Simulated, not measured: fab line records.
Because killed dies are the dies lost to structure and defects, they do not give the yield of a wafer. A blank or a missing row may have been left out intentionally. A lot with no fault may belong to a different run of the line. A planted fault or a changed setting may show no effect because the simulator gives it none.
Struck lot and sound lot, side by side    flow sky130    16 out of 708 route steps
Sound: the wafers L795.3, L795.5, L795.6. Struck: wafers L789.1, L789.3, L789.6. At the end, the cause is stated.
Each step with rows lists, per side, the tool, then ch with its chambers, then its first start. Under that, the readings that differ: sound wafers    struck wafers    difference of the means    sigmas: that difference in standard deviations of wafers without a fault.
alike: same words and numbers on both sides, and readings whose means sit less than 2 such deviations apart. not compared: any withheld reading, any reading some wafer has no value for, any bound like >300 that may hide the same value, and any number with overlapping values for which the record gives no deviation.
The two part at a step that has a row with sigmas, a row that says differs or no value, or rows on one side only. Numbers that don't overlap but have no deviation are shown without sigmas and don't part them. Lack of a reading on every wafer of one side parts them only where that side has two or more wafers.

SKY_LDD_HVP_TW_MEAS_10:
  sound on film-metro-04, day 29 19:04; struck on film-metro-02, day 27 05:18
  alike: LDD_HVP_TW
then, 7 steps without rows for these wafers: SKY_LDD_LDN_DEHYDRATE_00 (time 60 s); SKY_LDD_LDN_HMDS_01 (prime time 60 s); SKY_LDD_LDN_COAT_02 (resist thk 1140 nm); SKY_LDD_LDN_SOFTBAKE_03 (time 60 s); SKY_LDD_LDN_EXPOSE_04 (exposes mask LDNTM, target cd 700 nm); SKY_LDD_LDN_PEB_05; SKY_LDD_LDN_DEVELOP_06 (develop time 60 s).
SKY_LDD_LDN_OVL_MEAS_07:
  sound on overlay-02, day 30 22:36; struck on overlay-01, day 28 10:03
  alike: LDD_LDN_OVL
then, 3 steps without rows for these wafers: SKY_LDD_LDN_IMPLANT_08; SKY_LDD_LDN_IMPLANT_09; SKY_LDD_LDN_IMPLANT_10.
SKY_LDD_LDN_IMPLANT_11:
  sound on implanter-03 ch 0, day 30 23:07; struck on implanter-03 ch 0, day 28 10:32
reading             sound                             struck                            difference   sigmas
dose-ions-cm2       1.2499e+13 1.2505e+13 1.2497e+13  1.7728e+13 1.7721e+13 1.7737e+13  +5.2283e+12  +99 or more
faraday-current-uA  70.0 68.0 70.5                    100.0 101.2 98.6                  +30.4        +23
SKY_LDD_LDN_STRIP_12: strips in O2/N2.
  sound on plasma-asher-03 ch 0,1, day 30 23:16; struck on plasma-asher-04 ch 0,1, day 28 10:41
  alike: drypump-motor-current-A, oes-product-au, strip-time-to-endpoint-s
  not compared: rf-hours-counter-h
SKY_LDD_LDN_TW_MEAS_13:
  sound on film-metro-03, day 30 23:20; struck on film-metro-04, day 28 11:01
reading     sound           struck          difference  sigmas
LDD_LDN_TW  1500 1500 1512  1534 1543 1536  +34         +4
  not compared: hold
-- here the record skips 21 days between the struck wafers' starts before and after, leaving off in module LDD_LDN and picking up in module PAD_OPEN (first step shown: number 708 of the route) --
SKY_PAD_OPEN_PROBE_99:
  sound on prober-01, day 50 23:37; struck on prober-01, day 49 11:07
reading                          sound           struck          difference  sigmas
model.etest.tip-sonos.rs-ohm-sq  2713 2749 2698  2642 2618 2634  -89         
  alike: killed_at_M0_to_M3, killed_at_M4_up, killed-at-contacts, killed-at-front-end, killed-at-other, killed-dies, killed-open, killed-short

== WHERE THEY PART ==
Last at SKY_LDD_LDN_TW_MEAS_13 as far as this record goes, first at SKY_LDD_LDN_IMPLANT_11. Later steps at which nothing parts them and some readings are alike: SKY_PAD_OPEN_PROBE_99.

WHY: what the simulator had put in
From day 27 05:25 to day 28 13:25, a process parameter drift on implanter-03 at SKY_LDD_LDN_IMPLANT_11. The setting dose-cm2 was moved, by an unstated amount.
